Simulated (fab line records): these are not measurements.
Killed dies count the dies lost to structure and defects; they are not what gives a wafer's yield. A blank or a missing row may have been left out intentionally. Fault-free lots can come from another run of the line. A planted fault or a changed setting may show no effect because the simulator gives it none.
fab line records	flow gf180mcu
[record] lots = 13	wafers = 39	last_day = 34
route steps=602 shown MVSD@74 DUAL_GATE@152 HV_LDD@198
lots untouched by any fault: they come from a run of this same line in which no faults occurred
start_h: hours from the record's first day to the start of the lot's first wafer shown	wait_h: hours elapsed since this lot's preceding step	" the same as in the row above	L1.1+2: a single row standing in for several wafers	- no value, or no start was given	* or withheld: withheld	< > ~ a bound
route shown NAME@n: NAME is a module with steps in the file, n the number in the route of the first one	usual: average and standard deviation across the fault-free wafers	same: alike in all rows	chamber/n: place in a boat	sites: the reading at each site	_std_site: their standard deviation	_edge_site: outer sites' mean less inner sites'	radius_mm: how far each site lies from the wafer's centre	mask NAME#n: copy n	behind: tool/chamber where the wafer was last shaped	hold: cause of the lot's hold/its duration in hours/its outcome	device: the n, p or np transistor that did not switch	end of line: the same wafers' tests at the end of the route	for a step that has no rows: nothing shown but its recipe	killed: the dies lost at the first sort to structure and to defects; this is not the yield of the wafer	map: a wafer's dies, x killed, . not, _ none there
set.NAME: the setting that was run; set.NAME@STEP: the one run at that earlier step	model.NAME: the simulator's own value behind a step, which no gauge read
route steps across a sampled set of lots; one table per step, one row per wafer
services: a tool's chamber out of use, with start hour (start_h, from the record's first day; less than 0 if before it), hours out, and reason
[[steps]]
[step GF_MVSD_IMPLANT_08]
[recipe] species = P	energy_kev = 400	dose_cm2 = 1.6e+13	tilt_deg = 0
[usual] beam_energy_keV = 400.00/0.14
lot.wafer	tool	chamber	start_h	wait_h	beam_energy_keV
L177.1	implanter-02	0	79.75	0.0	399.96
L177.3	"	0	"	"	399.93
L177.4	"	0	"	"	399.96
L180.1	implanter-02	0	99.05	0.0	400.02
L180.2	"	0	"	"	400.09
L180.4	"	0	"	"	399.76
L181.1	implanter-01	0	103.32	0.0	400.13
L181.3	"	0	"	"	399.97
L181.4	"	0	"	"	400.05
L183.1	implanter-01	0	117.22	0.0	399.94
L183.2	"	0	"	"	399.81
L183.5	"	0	"	"	399.90
L185.1	implanter-01	0	131.92	0.0	417.41
L185.3	"	0	"	"	417.22
L185.5	"	0	"	"	417.08
L186.1	implanter-01	0	135.60	0.0	417.25
L186.2	"	0	"	"	417.48
L186.6	"	0	"	"	417.30
L192.3	implanter-03	0	168.11	0.1	400.12
L192.5	"	0	"	"	399.85
L192.6	"	0	"	"	399.95
L193.1	implanter-03	0	175.15	0.0	400.01
L193.5	"	0	"	"	400.03
L193.6	"	0	"	"	400.16
L194.1	implanter-03	0	181.00	0.0	400.13
L194.3	"	0	"	"	400.01
L194.5	"	0	"	"	400.00
L195.3	implanter-02	0	188.90	0.1	400.24
L195.4	"	0	"	"	400.25
L195.5	"	0	"	"	400.06
L196.4	implanter-02	0	190.97	0.1	399.87
L196.5	"	0	"	"	399.91
L196.6	"	0	"	"	400.08
L197.1	implanter-01	0	198.60	0.0	400.05
L197.4	"	0	"	"	400.00
L197.6	"	0	"	"	399.92
L199.2	implanter-03	0	208.69	0.0	400.04
L199.3	"	0	"	"	399.90
L199.4	"	0	"	"	399.90
[step GF_VT_IMPLANT_RS_MEAS_46]
[recipe] thk_meas_gauge = four-point-probe
[usual] MVSD_RS = 456.6/1.1
lot.wafer	tool	chamber	start_h	wait_h	MVSD_RS[ohm/sq]
L177.1	film_metro-04	-	154.33	0.1	458.7
L177.3	"	-	"	"	457.9
L177.4	"	-	"	"	458.9
L180.1	film_metro-04	-	175.08	0.1	454.6
L180.2	"	-	"	"	455.4
L180.4	"	-	"	"	454.6
L181.1	film_metro-01	-	181.96	0.1	456.2
L181.3	"	-	"	"	456.6
L181.4	"	-	"	"	455.3
L183.1	film_metro-01	-	198.67	0.1	456.4
L183.2	"	-	"	"	456.3
L183.5	"	-	"	"	456.7
L185.1	film_metro-04	-	216.11	0.1	454.1
L185.3	"	-	"	"	452.2
L185.5	"	-	"	"	453.8
L186.1	film_metro-04	-	218.02	0.1	454.0
L186.2	"	-	"	"	454.7
L186.6	"	-	"	"	453.1
L192.3	film_metro-04	-	256.70	0.1	456.1
L192.5	"	-	"	"	456.1
L192.6	"	-	"	"	456.4
L193.1	film_metro-03	-	265.61	0.1	457.8
L193.5	"	-	"	"	455.8
L193.6	"	-	"	"	456.0
L194.1	film_metro-04	-	273.52	0.1	456.9
L194.3	"	-	"	"	456.2
L194.5	"	-	"	"	456.3
L195.3	film_metro-03	-	282.35	0.1	457.0
L195.4	"	-	"	"	458.1
L195.5	"	-	"	"	457.5
L196.4	film_metro-04	-	284.97	0.1	456.3
L196.5	"	-	"	"	454.4
L196.6	"	-	"	"	455.5
L197.1	film_metro-04	-	294.06	0.1	454.7
L197.4	"	-	"	"	454.4
L197.6	"	-	"	"	454.4
L199.2	film_metro-04	-	305.34	0.1	455.7
L199.3	"	-	"	"	456.6
L199.4	"	-	"	"	455.1
[step GF_DUAL_GATE_OVL_MEAS_11]
[usual] DUAL_GATE_OVL = 0.1/1.4
lot.wafer	tool	chamber	start_h	wait_h	DUAL_GATE_OVL[nm]
L177.1	overlay-02	-	172.63	0.1	0.7
L177.3	"	-	"	"	0.2
L177.4	"	-	"	"	-0.2
L180.1	overlay-02	-	195.11	0.1	1.9
L180.2	"	-	"	"	0.9
L180.4	"	-	"	"	0.9
L181.1	overlay-01	-	200.78	0.1	-0.8
L181.3	"	-	"	"	-0.5
L181.4	"	-	"	"	-1.0
L183.1	overlay-02	-	218.43	0.1	0.8
L183.2	"	-	"	"	1.3
L183.5	"	-	"	"	2.7
L185.1	overlay-02	-	236.06	0.1	2.3
L185.3	"	-	"	"	2.2
L185.5	"	-	"	"	3.5
L186.1	overlay-02	-	238.33	0.1	1.8
L186.2	"	-	"	"	1.1
L186.6	"	-	"	"	1.0
L192.3	overlay-01	-	277.59	0.1	0.0
L192.5	"	-	"	"	-1.3
L192.6	"	-	"	"	-0.4
L193.1	overlay-01	-	286.96	0.1	0.5
L193.5	"	-	"	"	2.0
L193.6	"	-	"	"	2.2
L194.1	overlay-01	-	295.16	0.1	0.8
L194.3	"	-	"	"	0.5
L194.5	"	-	"	"	-0.4
L195.3	overlay-01	-	305.09	0.1	-2.4
L195.4	"	-	"	"	-2.3
L195.5	"	-	"	"	-2.7
L196.4	overlay-02	-	307.94	0.1	-2.2
L196.5	"	-	"	"	0.4
L196.6	"	-	"	"	-0.1
L197.1	overlay-01	-	316.43	0.1	-0.1
L197.4	"	-	"	"	-0.6
L197.6	"	-	"	"	0.0
L199.2	overlay-02	-	329.43	0.1	0.5
L199.3	"	-	"	"	-1.0
L199.4	"	-	"	"	0.1
[step GF_HV_LDD_STRIP_22]
[recipe] chemistry = O2/N2	power_w = 1400	pressure_mtorr = 1500	platen_temp_c = 250	o2_flow_sccm = 3000	n2_flow_sccm = 300	overash_fraction = 0.5
[usual] drypump_motor_current_A = 5.7/0.54	heater_power_w = 349/25	o2_flow_sccm = 2999/9.8	oes_product_au = 0.715/0.0044	strip_time_to_endpoint_s = 12.64/0.031
lot.wafer	tool	chamber	start_h	wait_h	drypump_motor_current_A	heater_power_w	o2_flow_sccm	oes_product_au	rf_hours_counter_h	strip_time_to_endpoint_s
L177.1	plasma_asher-02	1	230.87	0.1	6.0	380	3010	0.712	60	12.64
L177.3	"	0	"	"	6.5	380	2993	0.723	-	12.63
L177.4	"	1	"	"	6.0	374	2990	0.715	-	12.65
L180.1	plasma_asher-01	1	255.72	0.1	5.5	331	3006	0.714	15	12.65
L180.2	"	0	"	"	6.2	353	3001	0.716	15	12.68
L180.4	"	0	"	"	6.2	363	3015	0.712	-	12.64
L181.1	plasma_asher-01	0	261.87	0.1	6.2	365	2987	0.715	16	12.64
L181.3	"	0	"	"	6.2	369	2995	0.718	-	12.66
L181.4	"	1	"	"	5.5	332	2974	0.711	-	12.61
L183.1	plasma_asher-01	1	282.07	0.1	5.5	331	3006	0.710	18	12.70
L183.2	"	0	"	"	6.1	362	2998	0.713	18	12.68
L183.5	"	1	"	"	5.5	337	2998	0.710	-	12.68
L185.1	plasma_asher-03	1	298.97	0.1	4.9	333	2997	0.715	63	12.66
L185.3	"	1	"	"	4.9	324	3000	0.723	-	12.64
L185.5	"	1	"	"	4.9	318	2995	0.719	-	12.63
L186.1	plasma_asher-03	0	303.22	0.1	5.4	328	2993	0.715	64	12.66
L186.2	"	1	"	"	4.9	317	2998	0.714	64	12.66
L186.6	"	1	"	"	4.9	323	3002	0.710	-	12.67
L192.3	plasma_asher-03	1	344.25	0.1	4.9	317	3011	0.714	-	12.68
L192.5	"	1	"	"	4.9	321	3003	0.718	-	12.66
L192.6	"	0	"	"	5.5	322	2999	0.715	-	12.70
L193.1	plasma_asher-03	1	356.41	0.1	4.9	318	2994	0.718	69	12.62
L193.5	"	0	"	"	5.4	319	3011	0.719	-	12.63
L193.6	"	1	"	"	4.9	314	2984	0.723	-	12.60
L194.1	plasma_asher-02	0	368.26	0.1	6.5	382	3006	0.717	73	12.67
L194.3	"	0	"	"	6.5	379	3003	0.712	-	12.65
L194.5	"	0	"	"	6.5	384	2993	0.714	-	12.65
L195.3	plasma_asher-02	0	380.60	0.1	6.5	381	3006	0.728	-	12.62
L195.4	"	1	"	"	6.0	370	3002	0.705	-	12.65
L195.5	"	1	"	"	6.0	371	3012	0.721	-	12.65
L196.4	plasma_asher-03	1	380.90	0.1	4.9	320	2987	0.709	-	12.59
L196.5	"	1	"	"	4.9	315	2984	0.716	-	12.58
L196.6	"	0	"	"	5.4	330	3009	0.719	-	12.62
L197.1	plasma_asher-03	1	388.32	0.1	4.9	323	2979	0.716	73	12.64
L197.4	"	0	"	"	5.5	329	3013	0.717	-	12.63
L197.6	"	1	"	"	4.9	323	2987	0.718	-	12.61
L199.2	plasma_asher-01	1	410.01	0.1	5.5	340	3004	0.714	32	12.66
L199.3	"	0	"	"	6.2	358	2999	0.712	-	12.71
L199.4	"	1	"	"	5.5	332	3008	0.715	-	12.65
[step GF_HV_LDD_THK_MEAS_55]
[recipe] reads = SiO2_of_HV_LDD_CVD_54
[usual] HV_LDD_CVD_54_THK = 9.99/0.14
lot.wafer	tool	chamber	start_h	wait_h	HV_LDD_CVD_54_THK[nm]
L177.1	film_metro-04	-	271.15	0.0	9.81
L177.3	"	-	"	"	9.85
L177.4	"	-	"	"	9.97
L180.1	film_metro-03	-	297.18	0.0	9.81
L180.2	"	-	"	"	9.95
L180.4	"	-	"	"	9.96
L181.1	film_metro-03	-	303.08	0.0	10.19
L181.3	"	-	"	"	10.06
L181.4	"	-	"	"	10.19
L183.1	film_metro-03	-	324.65	0.0	9.79
L183.2	"	-	"	"	9.91
L183.5	"	-	"	"	10.04
L185.1	film_metro-03	-	341.94	0.0	9.83
L185.3	"	-	"	"	9.73
L185.5	"	-	"	"	9.94
L186.1	film_metro-04	-	345.34	0.0	10.30
L186.2	"	-	"	"	10.28
L186.6	"	-	"	"	10.23
L192.3	film_metro-04	-	390.40	0.0	9.98
L192.5	"	-	"	"	9.81
L192.6	"	-	"	"	9.89
L193.1	film_metro-03	-	402.85	0.0	10.19
L193.5	"	-	"	"	10.11
L193.6	"	-	"	"	10.16
L194.1	film_metro-03	-	416.53	0.0	10.00
L194.3	"	-	"	"	10.07
L194.5	"	-	"	"	10.21
L195.3	film_metro-03	-	430.20	0.0	10.11
L195.4	"	-	"	"	10.17
L195.5	"	-	"	"	9.97
L196.4	film_metro-03	-	431.23	0.0	9.81
L196.5	"	-	"	"	9.84
L196.6	"	-	"	"	9.86
L197.1	film_metro-01	-	438.08	0.0	9.93
L197.4	"	-	"	"	9.93
L197.6	"	-	"	"	10.01
L199.2	film_metro-03	-	461.84	0.0	9.93
L199.3	"	-	"	"	9.87
L199.4	"	-	"	"	10.00
[[services]]
tool	chamber	start_h	hours	kind
plasma_asher-03	-	59.19	14.6	pm
implanter-03	-	63.78	4.0	pm
plasma_asher-02	-	91.08	2.1	repair
implanter-02	-	100.62	1.1	repair
plasma_asher-01	-	108.75	9.0	pm
plasma_asher-01	0	108.75	9.0	vent_cycle
plasma_asher-01	1	108.75	9.0	vent_cycle
implanter-02	-	113.71	5.1	pm
plasma_asher-01	0	117.75	-	clean
plasma_asher-01	1	117.75	-	clean
implanter-01	-	177.20	4.2	repair
implanter-02	-	179.81	1.4	repair
plasma_asher-03	-	225.55	1.6	repair
plasma_asher-02	-	227.07	1.0	repair
implanter-01	-	229.55	5.2	repair
plasma_asher-02	-	248.96	9.1	pm
plasma_asher-03	-	257.52	2.8	pm
implanter-01	-	263.31	2.3	repair
plasma_asher-02	-	284.85	3.8	repair
implanter-03	-	288.01	0.6	repair
implanter-03	-	314.70	2.6	repair
implanter-02	-	331.56	7.6	repair
plasma_asher-01	-	335.22	5.9	repair
implanter-02	-	403.05	0.6	repair
[[key]]
[first_sign] step = GF_MVSD_IMPLANT_08	reading = beam_energy_keV	direction = up	sigmas = 99+	usual = 400.00	struck = 417.29
[effect] step = GF_VT_IMPLANT_RS_MEAS_46	reading = MVSD_RS	direction = down	sigmas = 2.6	usual = 456.6	struck = 453.6
met_at GF_MVSD_IMPLANT_08
struck_lots L185,L186
tester_left_out L185,L186
not_acting_at GF_DUAL_GATE_OVL_MEAS_11,GF_HV_LDD_STRIP_22,GF_HV_LDD_THK_MEAS_55
onset_between 117.22 131.92
[fault] kind = process_parameter_drift	tool = implanter-01	chamber = -	onset_h = 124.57	steps = GF_MVSD_IMPLANT_08	channel = energy_kev	offset = 17.345	shape = step	end_h = 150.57	acts_in = these_recipes_only	stated = 400
// tester_left_out: of these lots the tester's yield and bins aren't shown, on N5 and GAA mostly nor the transistor test; their killed dies are dies lost to structure and defects alone, not to doping, threshold or leakage, so they don't give the yield
